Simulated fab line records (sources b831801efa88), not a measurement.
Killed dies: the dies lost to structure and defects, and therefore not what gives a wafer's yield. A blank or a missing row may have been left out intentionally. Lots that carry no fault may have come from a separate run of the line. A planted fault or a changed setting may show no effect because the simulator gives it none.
Comparing a struck lot with a sound one | flow sfq-line | 14 steps out of a route of 325
Sound: wafers L907.1, L907.2, L907.4. Struck: wafers L915.3, L915.4, L915.6. Last of all comes the cause.
Each step with rows lists, per side, the tool, then ch with its chambers, then its first start. Under that, the readings that differ: sound wafers | struck wafers | difference of the means | sigmas: that difference in standard deviations of wafers without a fault.
alike: a reading whose means differ by less than 2 such deviations, as well as words and numbers matching on both sides. not compared: withheld readings; readings where some wafer has no value; bounds like >300 that might hide an equal value; numbers whose values overlap and for which the record gives no deviation.
Wherever a step has rows on one side only, a row that says differs or no value, or a row with sigmas, the two part there. When numbers do not overlap yet have no deviation, they are printed without sigmas and do not part them. A reading missing from all wafers of one side parts the sides only when that side holds two or more wafers.

SFQ_TRILAYER_M7_BARC_OPEN_METAL_ETCH_229: etches BARC in O2, target depth 125 nm, time 41.7 s.
  sound on rie-metal-03 ch 0,1, day 78 00:24; struck on rie-metal-01 ch 0,1, day 83 15:59
  alike: drypump-motor-current-A, oes-product-au
  not compared: rf-hours-counter-h
SFQ_TRILAYER_M7_ETCH_METAL_ETCH_180: etches Nb in Cl2/Ar, stops on SiO2, target depth 240 nm, time 120 s.
  sound on rie-metal-03 ch 0,1, day 78 00:28; struck on rie-metal-01 ch 0,1, day 83 16:04
  alike: drypump-motor-current-A, oes-product-au
  not compared: rf-hours-counter-h
SFQ_TRILAYER_M7_STRIP_STRIP_181: strips in O2.
  sound on rie-metal-03 ch 0,1, day 78 00:35; struck on rie-metal-01 ch 0,1, day 83 16:21
  alike: drypump-motor-current-A, oes-product-au
  not compared: rf-hours-counter-h
then, 1 step without rows for these wafers: SFQ_TRILAYER_M7_STRIP_SOLV_CLEAN_182 (cleans in NMP, time 600 s).
SFQ_TRILAYER_I7_DEP_PECVD_183: deposits SiO2 from SiH4/N2O, time 111.11 s, target thk 500 nm.
  sound on pecvd-02 ch 0,1,2, day 78 01:22; struck on pecvd-03 ch 0,2, day 83 16:55
  reading                | sound          | struck         | difference | sigmas
  heater-power-w (W)     | 70 82 65       | 125 85 105     | +33        | +2
  throttle-valve-pct (%) | 23.1 23.4 23.6 | 29.4 25.2 29.3 | +4.6       | +3
then, 1 step without rows for these wafers: SFQ_TRILAYER_I7_CMP_CMP_184 (polishes SiO2).
SFQ_I7_BOW_MEAS_946:
  sound on film-metro-02, day 78 05:08; struck on film-metro-04, day 83 20:02
  alike: I7_BOW
SFQ_TRILAYER_I7_METRO_MEASURE_185:
  sound on film-metro-02, day 78 05:15; struck on film-metro-04, day 83 20:31
  alike: thk-nm
then, 4 steps without rows for these wafers: SFQ_TRILAYER_I7_VIA_LITHO_COAT_192 (resist thk 62 nm); SFQ_TRILAYER_I7_VIA_LITHO_COAT_187 (resist thk 650 nm); SFQ_TRILAYER_I7_VIA_LITHO_SOFTBAKE_191; SFQ_TRILAYER_I7_VIA_LITHO_EXPOSE_188 (exposes mask I7, target cd 1000 nm).
SFQ_TRILAYER_I7_VIA_LITHO_PEB_190: peb time 60 s.
  struck on litho-track-03, day 85 15:31; sound on litho-track-01 ch 0, day 79 02:39
  no value came back on the struck wafers for chill-plate-temp-C (C), exhaust-pa (Pa); on the sound wafers chill-plate-temp-C (C) reads 23.10 23.13 22.91
then, 1 step without rows for these wafers: SFQ_TRILAYER_I7_VIA_LITHO_DEVELOP_189 (time 60 s).

== WHERE THEY PART ==
First at SFQ_TRILAYER_I7_DEP_PECVD_183; last, within this record, at SFQ_TRILAYER_I7_VIA_LITHO_PEB_190.

WHY: the cause the simulator had injected
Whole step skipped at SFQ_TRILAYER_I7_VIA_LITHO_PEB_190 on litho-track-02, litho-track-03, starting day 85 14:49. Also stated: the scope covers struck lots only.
